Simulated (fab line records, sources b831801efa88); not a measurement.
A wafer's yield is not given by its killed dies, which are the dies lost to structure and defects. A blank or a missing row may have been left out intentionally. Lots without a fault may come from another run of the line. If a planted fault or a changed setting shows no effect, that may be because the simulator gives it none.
Chamber matching | flow gf180mcu | 4 sister chambers for GF_V3_CMP_04 on cmp-02
The step polishes SiO2. 8 wafers are shown with their chamber, then 6 later ones without.

## WAFERS WITH THEIR CHAMBER
wafer  | chamber | motor current A (A) | time to endpoint s (s)
L260.6 | 3       | 11.1                | 91
L264.2 | 1       | 11.2                | 74
L264.4 | 0       | 11.3                | 76
L265.3 | 2       | 13.3                | 83
L265.5 | 0       | 12.0                | 63
L278.3 | 3       | 10.2                | 75
L278.4 | 2       | 12.9                | 84
L278.5 | 1       | 11.9                | 80

## WAFERS MISSING THEIR CHAMBER
wafer  | motor current A (A) | time to endpoint s (s)
L280.1 | 11.6                | 75
L280.3 | 12.0                | 74
L280.5 | 11.3                | 76
L282.3 | 11.7                | 74
L282.4 | 11.0                | 82
L282.6 | 12.0                | 79

## THE CHAMBER EACH PASSED THROUGH
wafer  | from the rows above               | in truth
L280.1 | can't be placed: 1 or 0 or 3      | 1
L280.3 | can't be placed: 0 or 1 or 2      | 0
L280.5 | can't be placed: 1 or 0 or 3      | 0
L282.3 | can't be placed: 1 or 0 or 3      | 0
L282.4 | can't be placed: 3 or 1 or 0      | 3
L282.6 | can't be placed: 1 or 0 or 2 or 3 | 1
0 of 6 placed correctly. From these rows, 6 cannot be placed; in 6 the true chamber is one of the candidates. Number placed wrongly: 0.
How it was worked out, from the rows above alone: a wafer's distance from a chamber is the root of the sum, over the readings, of the square of ((its reading less the chamber's mean) divided by the reading's scatter). If the next closest chamber is less than 2 further off than the closest, the wafer can't be placed; otherwise it belongs to the closest. The mean given for a chamber averages the wafers shown for that chamber. The scatter: the root of (the sum of the squares of (reading less its chamber's mean) over the shown wafers, divided by (wafers less chambers)).
